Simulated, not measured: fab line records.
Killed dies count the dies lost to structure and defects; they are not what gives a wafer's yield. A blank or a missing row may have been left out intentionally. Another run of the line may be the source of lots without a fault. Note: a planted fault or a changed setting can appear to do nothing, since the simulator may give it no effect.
fab line records | flow gf180mcu
[record] lots = 5 | wafers = 15 | last_day = 33
route steps=602 shown V1@358 M2@362
lots that met no fault: taken from a fault-free run of the same line
start_h: the number of hours between the record's first day and the start of the first shown wafer of the lot | wait_h: hours from the lot's prior step to this one | " same as the row above | L1.1+2: several wafers, shown together as one row | - no value, or no start was given | * or withheld: withheld | < > ~ a bound
route shown NAME@n: a module of which the file shows steps, and the number in the route of the first | usual: mean and standard deviation over wafers with no fault | same: alike in all rows | chamber/n: place in a boat | sites: each site's reading | _std_site: the values' standard deviation | _edge_site: outer sites' mean less inner sites' | radius_mm: for every site, how far away it sits from the centre of the wafer | mask NAME#n: copy n | behind: the most recent tool/chamber to have shaped the wafer | hold: why the lot went on hold/how many hours it stayed there/how the hold came to an end | device: the n, p or np transistor that did not switch | end of line: the route-end tests of the same wafers | a step given without rows: its recipe and nothing more | killed: dies lost to structure and defects at the first sort, not the wafer's yield | map: per-die view of a wafer (x killed, . not killed, _ where there is no die)
set.NAME: the setting the step ran with; set.NAME@STEP: the setting that earlier step ran with | model.NAME: the simulator's own value behind a step, which no gauge read
lots at selected steps of the route; one table per step, one row per wafer
services: from which hour (start_h, from the record's first day; less than 0 if before it) a tool's chamber was out of use, for how many hours, and why
[[steps]]
[step GF_V1_CVD_23]
[recipe] material = W | target_thk_nm = 350 | time_s = 105.05 | temp_c = 400 | pressure_torr = 40
[usual] heater_power_w = 881/56
[same] time_s = 105.05
lot.wafer | tool     | chamber | start_h | wait_h | heater_power_w | since_wet_clean_h
L081.1    | cvd_w-01 | 1       | 472.40  | 0.0    | 851            | 568
L081.4    | "        | 1       | "       | "      | 840            | -
L081.5    | "        | 1       | "       | "      | 837            | -
L084.2    | cvd_w-02 | 1       | 508.33  | 0.0    | 833            | 104
L084.5    | "        | 1       | "       | "      | 842            | -
L084.6    | "        | 0       | "       | "      | 868            | -
L086.3    | cvd_w-02 | 1       | 521.15  | 0.1    | 847            | -
L086.4    | "        | 0       | "       | "      | 855            | -
L086.5    | "        | 0       | "       | "      | 853            | -
L087.1    | cvd_w-01 | 1       | 530.13  | 0.0    | 841            | 626
L087.4    | "        | 1       | "       | "      | 828            | -
L087.6    | "        | 0       | "       | "      | 959            | -
L093.2    | cvd_w-02 | 1       | 577.20  | 0.0    | 844            | 173
L093.3    | "        | 0       | "       | "      | 858            | -
L093.4    | "        | 1       | "       | "      | 862            | -
[step GF_V1_RS_MEAS_24]
[recipe] thk_meas_gauge = four-point-probe | reads = W_of_V1_CVD_23+TiN_of_V1_SPUTTER_22+Ti_of_V1_SPUTTER_21
[usual] V1_W_RS = 0.329/0.0039
lot.wafer | tool          | chamber | start_h | wait_h | V1_W_RS[ohm/sq]
L081.1    | film_metro-02 | -       | 472.52  | 0.1    | 0.331
L081.4    | "             | -       | "       | "      | 0.334
L081.5    | "             | -       | "       | "      | 0.327
L084.2    | film_metro-03 | -       | 508.46  | 0.1    | 0.324
L084.5    | "             | -       | "       | "      | 0.322
L084.6    | "             | -       | "       | "      | 0.325
L086.3    | film_metro-01 | -       | 521.26  | 0.1    | 0.325
L086.4    | "             | -       | "       | "      | 0.330
L086.5    | "             | -       | "       | "      | 0.325
L087.1    | film_metro-02 | -       | 530.24  | 0.1    | 0.334
L087.4    | "             | -       | "       | "      | 0.334
L087.6    | "             | -       | "       | "      | 0.336
L093.2    | film_metro-02 | -       | 577.34  | 0.1    | 0.328
L093.3    | "             | -       | "       | "      | 0.331
L093.4    | "             | -       | "       | "      | 0.326
[step GF_V1_THK_MEAS_25]
[recipe] thk_meas_gauge = xrf | reads = W_of_V1_CVD_23
[usual] V1_W_THK = 353/6
lot.wafer | tool          | chamber | start_h | wait_h | V1_W_THK[nm]
L081.1    | film_metro-02 | -       | 472.64  | 0.1    | 345
L081.4    | "             | -       | "       | "      | 343
L081.5    | "             | -       | "       | "      | 350
L084.2    | film_metro-03 | -       | 508.57  | 0.1    | 365
L084.5    | "             | -       | "       | "      | 368
L084.6    | "             | -       | "       | "      | 365
L086.3    | film_metro-01 | -       | 521.36  | 0.1    | 357
L086.4    | "             | -       | "       | "      | 350
L086.5    | "             | -       | "       | "      | 353
L087.1    | film_metro-02 | -       | 530.36  | 0.1    | 349
L087.4    | "             | -       | "       | "      | 346
L087.6    | "             | -       | "       | "      | 345
L093.2    | film_metro-02 | -       | 577.45  | 0.1    | 354
L093.3    | "             | -       | "       | "      | 354
L093.4    | "             | -       | "       | "      | 356
[step GF_V1_CMP_26]
[recipe] stop_on = SiO2 | down_force_psi = 3.5 | platen_rpm = 60 | t_overpolish_s = 15 | target_thk_nm = 0 | pad_velocity_m_s = 0.94248
[usual] motor_current_A = 11.9/0.99 | overpolish_run_s = 15.000/0.009 | time_to_endpoint_s = 85/3.7
lot.wafer | tool   | chamber | start_h | wait_h | motor_current_A | overpolish_run_s | time_to_endpoint_s
L081.1    | cmp-01 | 2       | 472.75  | 0.1    | 11.6            | 15.005           | 88
L081.4    | "      | 0       | "       | "      | 13.0            | 15.006           | 86
L081.5    | "      | 2       | "       | "      | 11.6            | 15.002           | 89
L084.2    | cmp-02 | 1       | 508.62  | 0.0    | 10.9            | 15.000           | 86
L084.5    | "      | 1       | "       | "      | 10.3            | 14.997           | 89
L084.6    | "      | 2       | "       | "      | 12.5            | 15.002           | 82
L086.3    | cmp-01 | 0       | 521.45  | 0.1    | 12.2            | 15.002           | 86
L086.4    | "      | 1       | "       | "      | 13.9            | 14.989           | 89
L086.5    | "      | 0       | "       | "      | 12.3            | 14.989           | 87
L087.1    | cmp-01 | 2       | 530.42  | 0.1    | 11.2            | 15.008           | 87
L087.4    | "      | 3       | "       | "      | 12.2            | 15.012           | 83
L087.6    | "      | 2       | "       | "      | 12.0            | 15.009           | 87
L093.4    | cmp-02 | 0       | 577.55  | 0.1    | 11.0            | 15.008           | 90
L093.3    | "      | 1       | "       | "      | 10.7            | 15.008           | 88
L093.2    | "      | 2       | "       | "      | 12.9            | 15.017           | 85
[step GF_M2_SPUTTER_00]
[recipe] material = Ti | target_thk_nm = 37.5 | arriving_ion_energy_ev = 80 | substrate_temp_c = 200 | chamber_pressure_pa = 2 | power_w = 4000 | time_s = 150
[usual] chamber_pressure_pa = 1.999/0.0037 | throttle_valve_pct = 30.7/1.1
[same] time_s = 150
lot.wafer | tool           | chamber | start_h | wait_h | chamber_pressure_pa | throttle_valve_pct
L081.1    | pvd_sputter-02 | -       | 473.00  | 0.2    | 2.010               | 29.2
L081.4    | "              | -       | "       | "      | 2.003               | 28.9
L081.5    | "              | -       | "       | "      | 2.001               | 29.7
L084.2    | pvd_sputter-01 | -       | 508.92  | 0.2    | 2.001               | 30.2
L084.5    | "              | -       | "       | "      | 2.001               | 30.1
L084.6    | "              | -       | "       | "      | 1.994               | 30.5
L086.3    | pvd_sputter-01 | -       | 521.70  | 0.2    | 2.000               | 30.5
L086.4    | "              | -       | "       | "      | 1.991               | 31.5
L086.5    | "              | -       | "       | "      | 1.995               | 32.9
L087.1    | pvd_sputter-04 | -       | 530.72  | 0.2    | 1.999               | 30.9
L087.4    | "              | -       | "       | "      | 1.998               | 31.0
L087.6    | "              | -       | "       | "      | 2.005               | 31.4
L093.2    | pvd_sputter-04 | -       | 577.80  | 0.1    | 1.997               | 31.7
L093.3    | "              | -       | "       | "      | 1.999               | 30.9
L093.4    | "              | -       | "       | "      | 1.998               | 31.8
[step GF_M2_SPUTTER_01]
[recipe] material = TiN | target_thk_nm = 30 | power_w = 6500 | time_s = 25 | chamber_pressure_pa = 0.4
[usual] chamber_pressure_pa = 0.4001/0.00072 | throttle_valve_pct = 30.7/1.1
[same] time_s = 25
lot.wafer | tool           | chamber | start_h | wait_h | chamber_pressure_pa | throttle_valve_pct
L081.1    | pvd_sputter-02 | -       | 473.10  | 0.1    | 0.3994              | 29.3
L081.4    | "              | -       | "       | "      | 0.4012              | 28.5
L081.5    | "              | -       | "       | "      | 0.3996              | 29.7
L084.2    | pvd_sputter-01 | -       | 509.02  | 0.1    | 0.4002              | 30.0
L084.5    | "              | -       | "       | "      | 0.4006              | 29.8
L084.6    | "              | -       | "       | "      | 0.3996              | 30.7
L086.3    | pvd_sputter-01 | -       | 521.80  | 0.1    | 0.3991              | 30.4
L086.4    | "              | -       | "       | "      | 0.4003              | 31.4
L086.5    | "              | -       | "       | "      | 0.4000              | 32.8
L087.1    | pvd_sputter-04 | -       | 530.82  | 0.1    | 0.4007              | 30.8
L087.4    | "              | -       | "       | "      | 0.3999              | 30.7
L087.6    | "              | -       | "       | "      | 0.4006              | 31.4
L093.2    | pvd_sputter-04 | -       | 577.90  | 0.1    | 0.3996              | 31.1
L093.3    | "              | -       | "       | "      | 0.4001              | 30.7
L093.4    | "              | -       | "       | "      | 0.4005              | 31.8
[step GF_M2_SPUTTER_02]
[recipe] material = AlCu | target_thk_nm = 450 | power_w = 10910 | time_s = 23.9 | chamber_pressure_pa = 0.4
[usual] chamber_pressure_pa = 0.4000/0.00088 | throttle_valve_pct = 30.8/1.1
[same] time_s = 23.9
lot.wafer | tool           | chamber | start_h | wait_h | chamber_pressure_pa | throttle_valve_pct
L081.1    | pvd_sputter-02 | -       | 473.13  | 0.0    | 0.3996              | 29.0
L081.4    | "              | -       | "       | "      | 0.4006              | 28.7
L081.5    | "              | -       | "       | "      | 0.3989              | 29.9
L084.2    | pvd_sputter-01 | -       | 509.05  | 0.0    | 0.3992              | 30.1
L084.5    | "              | -       | "       | "      | 0.3988              | 30.2
L084.6    | "              | -       | "       | "      | 0.3994              | 30.8
L086.3    | pvd_sputter-01 | -       | 521.83  | 0.0    | 0.4015              | 30.5
L086.4    | "              | -       | "       | "      | 0.4006              | 31.4
L086.5    | "              | -       | "       | "      | 0.3999              | 32.8
L087.1    | pvd_sputter-04 | -       | 530.85  | 0.0    | 0.4005              | 31.2
L087.4    | "              | -       | "       | "      | 0.4001              | 30.9
L087.6    | "              | -       | "       | "      | 0.3993              | 31.6
L093.2    | pvd_sputter-04 | -       | 577.93  | 0.0    | 0.4007              | 31.4
L093.3    | "              | -       | "       | "      | 0.4006              | 30.8
L093.4    | "              | -       | "       | "      | 0.3985              | 31.8
[step GF_M2_SPUTTER_03]
[recipe] material = Ti | target_thk_nm = 10 | substrate_temp_c = 300 | chamber_pressure_pa = 0.3 | power_w = 3000 | time_s = 6.7
[usual] chamber_pressure_pa = 0.3000/0.00062 | throttle_valve_pct = 30.7/1.1
[same] time_s = 6.7
lot.wafer | tool           | chamber | start_h | wait_h | chamber_pressure_pa | throttle_valve_pct
L081.1    | pvd_sputter-02 | -       | 473.16  | 0.0    | 0.3003              | 29.4
L081.4    | "              | -       | "       | "      | 0.3004              | 28.7
L081.5    | "              | -       | "       | "      | 0.2990              | 29.7
L084.2    | pvd_sputter-01 | -       | 509.08  | 0.0    | 0.3006              | 30.0
L084.5    | "              | -       | "       | "      | 0.3012              | 30.5
L084.6    | "              | -       | "       | "      | 0.2989              | 30.4
L086.3    | pvd_sputter-01 | -       | 521.86  | 0.0    | 0.2989              | 30.5
L086.4    | "              | -       | "       | "      | 0.3002              | 31.3
L086.5    | "              | -       | "       | "      | 0.2985              | 33.3
L087.1    | pvd_sputter-04 | -       | 530.88  | 0.0    | 0.2996              | 30.7
L087.4    | "              | -       | "       | "      | 0.3006              | 31.0
L087.6    | "              | -       | "       | "      | 0.2996              | 31.7
L093.2    | pvd_sputter-04 | -       | 577.96  | 0.0    | 0.2997              | 31.4
L093.3    | "              | -       | "       | "      | 0.3010              | 30.8
L093.4    | "              | -       | "       | "      | 0.3008              | 31.8
[step GF_M2_SPUTTER_04]
[recipe] material = TiN | target_thk_nm = 50 | power_w = 6500 | time_s = 41.7 | chamber_pressure_pa = 0.4
[usual] chamber_pressure_pa = 0.4000/0.00083 | throttle_valve_pct = 30.7/1.1
[same] time_s = 41.7
lot.wafer | tool           | chamber | start_h | wait_h | chamber_pressure_pa | throttle_valve_pct
L081.1    | pvd_sputter-02 | -       | 473.18  | 0.0    | 0.3997              | 29.3
L081.4    | "              | -       | "       | "      | 0.3999              | 28.4
L081.5    | "              | -       | "       | "      | 0.4003              | 29.7
L084.2    | pvd_sputter-01 | -       | 509.10  | 0.0    | 0.3993              | 30.0
L084.5    | "              | -       | "       | "      | 0.3985              | 30.0
L084.6    | "              | -       | "       | "      | 0.4009              | 30.6
L086.3    | pvd_sputter-01 | -       | 521.88  | 0.0    | 0.4011              | 30.7
L086.4    | "              | -       | "       | "      | 0.4018              | 31.4
L086.5    | "              | -       | "       | "      | 0.3987              | 33.0
L087.1    | pvd_sputter-04 | -       | 530.90  | 0.0    | 0.3981              | 30.8
L087.4    | "              | -       | "       | "      | 0.4002              | 31.2
L087.6    | "              | -       | "       | "      | 0.3999              | 31.5
L093.2    | pvd_sputter-04 | -       | 577.98  | 0.0    | 0.3998              | 31.5
L093.3    | "              | -       | "       | "      | 0.4008              | 30.9
L093.4    | "              | -       | "       | "      | 0.3996              | 31.8
[step GF_M2_RS_MEAS_05]
[recipe] thk_meas_gauge = four-point-probe | reads = TiN_of_M2_SPUTTER_04+Ti_of_M2_SPUTTER_03+AlCu_of_M2_SPUTTER_02+TiN_of_M2_SPUTTER_01+Ti_of_M2_SPUTTER_00
[usual] M2_ALCU_RS = 0.0673/0.00078
lot.wafer | tool          | chamber | start_h | wait_h | M2_ALCU_RS[ohm/sq]
L081.1    | film_metro-02 | -       | 473.22  | 0.0    | 0.0684
L081.4    | "             | -       | "       | "      | 0.0684
L081.5    | "             | -       | "       | "      | 0.0681
L084.2    | film_metro-02 | -       | 509.16  | 0.0    | 0.0668
L084.5    | "             | -       | "       | "      | 0.0665
L084.6    | "             | -       | "       | "      | 0.0673
L086.3    | film_metro-03 | -       | 521.96  | 0.1    | 0.0664
L086.4    | "             | -       | "       | "      | 0.0660
L086.5    | "             | -       | "       | "      | 0.0663
L087.1    | film_metro-03 | -       | 530.94  | 0.0    | 0.0682
L087.4    | "             | -       | "       | "      | 0.0679
L087.6    | "             | -       | "       | "      | 0.0670
L093.2    | film_metro-04 | -       | 578.04  | 0.0    | 0.0671
L093.3    | "             | -       | "       | "      | 0.0681
L093.4    | "             | -       | "       | "      | 0.0672
[[services]]
tool           | chamber | start_h | hours | kind
cvd_w-01       | 0       | 460.01  | 11.3  | repair
cmp-01         | -       | 496.07  | 0.6   | repair
cmp-02         | -       | 506.22  | 1.9   | repair
pvd_sputter-04 | -       | 506.25  | 0.7   | repair
cmp-01         | -       | 508.93  | 0.8   | repair
pvd_sputter-04 | 1       | 515.87  | -     | consumable_replace:kit
pvd_sputter-04 | 1       | 515.87  | 18.0  | scheduled_down
pvd_sputter-04 | 1       | 515.87  | 18.0  | vent_cycle
cvd_w-02       | -       | 535.40  | 19.0  | repair
cmp-02         | -       | 550.44  | 9.5   | pm
cmp-01         | -       | 562.23  | 1.8   | repair
pvd_sputter-01 | 2       | 564.65  | -     | consumable_replace:kit
pvd_sputter-01 | 2       | 564.65  | 18.0  | scheduled_down
pvd_sputter-01 | 2       | 564.65  | 18.0  | vent_cycle
cmp-02         | -       | 572.27  | 4.0   | pm
cmp-02         | -       | 576.27  | -     | consumable_replace:conditioner
cmp-02         | -       | 576.27  | -     | consumable_replace:pad
[[key]]
fault none
